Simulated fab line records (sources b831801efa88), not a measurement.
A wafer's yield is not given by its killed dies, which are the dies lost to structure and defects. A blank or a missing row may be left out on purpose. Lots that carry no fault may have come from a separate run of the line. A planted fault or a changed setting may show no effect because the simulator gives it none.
A single fault, viewed from 2 desks || flow gf180mcu || what lay behind the numbers comes last; until then each desk has only its own

## AT THE METROLOGY DESK
Lot by lot, what the gauges showed, no matter which tool ran the lot: averages of those sampled wafers that carry a number. A lot is out of limits, marked OUT, if its mean lies more than 4 standard deviations from the usual mean; the brackets give that distance.
Columns: A = STI_OXIDATION_02_THK at GF_STI_THK_MEAS_30, usual 10.05 nm; B = NWELL_RS at GF_VT_IMPLANT_RS_MEAS_47, usual 487.3 ohm/sq; C = V1_W_RS at GF_V1_RS_MEAS_24, usual 0.325 ohm/sq
{"lot": "L498", "first seen here": "day 2 06:22", "A": 10.14, "B": 487.7, "C": 0.325}
{"lot": "L499", "first seen here": "day 2 11:25", "A": 9.83, "B": 487.2, "C": 0.324}
{"lot": "L500", "first seen here": "day 2 16:14", "A": 9.85, "B": 485.5, "C": 0.319}
{"lot": "L502", "first seen here": "day 3 02:29", "A": 10.20, "B": 490.0, "C": 0.320}
{"lot": "L503", "first seen here": "day 3 07:11", "A": 9.85, "B": 485.7, "C": 0.327}
{"lot": "L504", "first seen here": "day 3 14:00", "A": 10.09, "B": 486.7, "C": 0.321}
{"lot": "L506", "first seen here": "day 4 01:06", "A": 9.95, "B": 487.2, "C": 0.324}
{"lot": "L513", "first seen here": "day 5 15:32", "A": 10.06, "B": "471.2 (-13) OUT", "C": 0.323}
{"lot": "L514", "first seen here": "day 5 19:25", "A": 10.08, "B": "471.9 (-13) OUT", "C": 0.323}
{"lot": "L516", "first seen here": "day 6 03:21", "A": 10.04, "B": 488.8, "C": 0.327}
{"lot": "L518", "first seen here": "day 6 13:36", "A": 9.99, "B": 486.3, "C": 0.323}
{"lot": "L519", "first seen here": "day 6 19:13", "A": 9.88, "B": 486.6, "C": 0.320}
{"lot": "L521", "first seen here": "day 7 07:03", "A": 9.99, "B": 487.1, "C": 0.325}
This desk finds L513, L514 out of limits, with the earliest case on L513 at day 12 02:55 (NWELL_RS at GF_VT_IMPLANT_RS_MEAS_47). L498, L499, L500, L502, L503, L504, L506, L516, L518, L519, L521: within limits.

## THE TOOL OWNER'S DESK: implanter-02
GF_NWELL_IMPLANT_09, tool's own readings: per-lot mean of the sampled wafers with a number, covering each lot this tool ran. A lot is out of limits, marked OUT, if its mean lies more than 4 standard deviations from the usual mean; the brackets give that distance.
Columns: A = dose_ions_cm2 at GF_NWELL_IMPLANT_09, usual 3.999e+12; B = faraday_current_uA at GF_NWELL_IMPLANT_09, usual 22.6
{"lot": "L498", "first seen here": "day 3 07:56", "A": 3.999e+12, "B": 23.0}
{"lot": "L499", "first seen here": "day 3 14:07", "A": 4.004e+12, "B": 22.3}
{"lot": "L502", "first seen here": "day 4 06:08", "A": 4.002e+12, "B": 22.9}
{"lot": "L513", "first seen here": "day 6 21:55", "A": "4.864e+12 (+99 or more) OUT", "B": "27.9 (+11) OUT"}
{"lot": "L514", "first seen here": "day 7 01:20", "A": "4.858e+12 (+99 or more) OUT", "B": "27.3 (+9.7) OUT"}
This desk finds L513, L514 out of limits, L513 being first, at day 6 21:55 (dose_ions_cm2 at GF_NWELL_IMPLANT_09). L498, L499, L502: within limits.

## BROUGHT TOGETHER
An alarm could have come from the tool owner's desk at day 6 21:55, on L513, L514.
An alarm was possible from the metrology desk at day 12 02:55, on L513, L514.
Every lot named ran GF_NWELL_IMPLANT_09 on implanter-02.

## WHAT WAS PUT IN BY THE SIMULATOR
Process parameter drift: implanter-02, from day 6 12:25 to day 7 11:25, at GF_NWELL_IMPLANT_09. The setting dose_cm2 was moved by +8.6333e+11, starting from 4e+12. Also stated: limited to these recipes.
Struck lots among those shown: L513, L514.
Delay (hours) between the fault's onset and each desk's first out-of-limits reading: 10 at the tool owner's desk, 135 at the metrology desk.
